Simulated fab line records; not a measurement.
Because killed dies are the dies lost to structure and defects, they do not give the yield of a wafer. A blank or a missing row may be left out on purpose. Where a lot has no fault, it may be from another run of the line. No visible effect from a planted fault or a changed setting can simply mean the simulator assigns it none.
A single fault, viewed from 2 desks	flow gf180mcu	only its own numbers are on each desk; what lay behind them is given at the end

## TOOL OWNER'S DESK, rtp anneal-01
The tool's own readings at GF_SALICIDE_RTA_06 (time 30 s): means of the sampled wafers that have a number, for each lot that ran on this tool. Marked OUT: a lot whose mean sits more than 4 standard deviations from the usual mean, which makes it out of limits; the brackets give that distance.
Columns: A = chamber o2 ppm at GF_SALICIDE_RTA_06, usual 2.003; B = lamp power pct at GF_SALICIDE_RTA_06, usual 5.29 %; C = wafer_temp_C_max at GF_SALICIDE_RTA_06, usual 532.0
lot	first seen here	A	B	C
L701	day 16 05:31	2.002	5.50	531.6
L703	day 17 00:41	1.994	5.49	531.6
L704	day 17 09:25	1.983	4.50	484.0 (-65) OUT
L705	day 17 20:50	2.026	4.49	484.2 (-65) OUT
L706	day 18 02:11	2.057	4.50	484.5 (-64) OUT
L715	day 21 08:31	2.002	5.49	531.4
L716	day 21 16:25	2.003	5.49	531.1
L718	day 22 10:10	1.974	5.49	531.3
L720	day 23 00:09	1.983	5.50	531.2
This desk finds L704, L705, L706 out of limits, L704 being first, at day 17 09:25 (wafer_temp_C_max at GF_SALICIDE_RTA_06). Within limits: L701, L703, L715, L716, L718, L720.

## FROM THE METROLOGY DESK
Means of the sampled wafers that have a number, per lot and without regard to the tool the lot ran on: this is what the gauges read. Marked OUT: a lot whose mean sits more than 4 standard deviations from the usual mean, which makes it out of limits; the brackets give that distance.
Columns: A = V1_W_RS at GF_V1_RS_MEAS_24, usual 0.3303 ohm/sq
lot	first seen here	A
L699	day 18 14:04	0.3296
L701	day 19 08:45	0.3296
L703	day 20 04:33	0.3310
L704	day 20 12:56	0.3295
L705	day 21 01:34	0.3311
L706	day 21 08:02	0.3330
L711	day 23 00:00	0.3306
L713	day 23 16:14	0.3315
L715	day 24 09:52	0.3289
L716	day 24 17:22	0.3307
L717	day 25 01:42	0.3300
L718	day 25 09:29	0.3328
L719	day 25 16:58	0.3267
L720	day 26 00:11	0.3321
This desk's verdict: no lot among the 14 shows anything out of limits.

## PUT TOGETHER
An alarm could have come from the tool owner's desk at day 17 09:25, on L704, L705, L706.
Metrology desk: nothing out of limits seen.
The metrology desk has L704, L705, L706 on record, within its limits.
On rtp anneal-01, each named lot ran GF_SALICIDE_RTA_06.

## WHAT THE SIMULATOR HAD PUT IN
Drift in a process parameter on rtp anneal-01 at GF_SALICIDE_RTA_06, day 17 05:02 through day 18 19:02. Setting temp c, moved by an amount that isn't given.
Struck lots among those shown: L704, L705, L706.
Delay in hours, fault start to first out-of-limits reading, by desk: the tool owner's desk at 4.
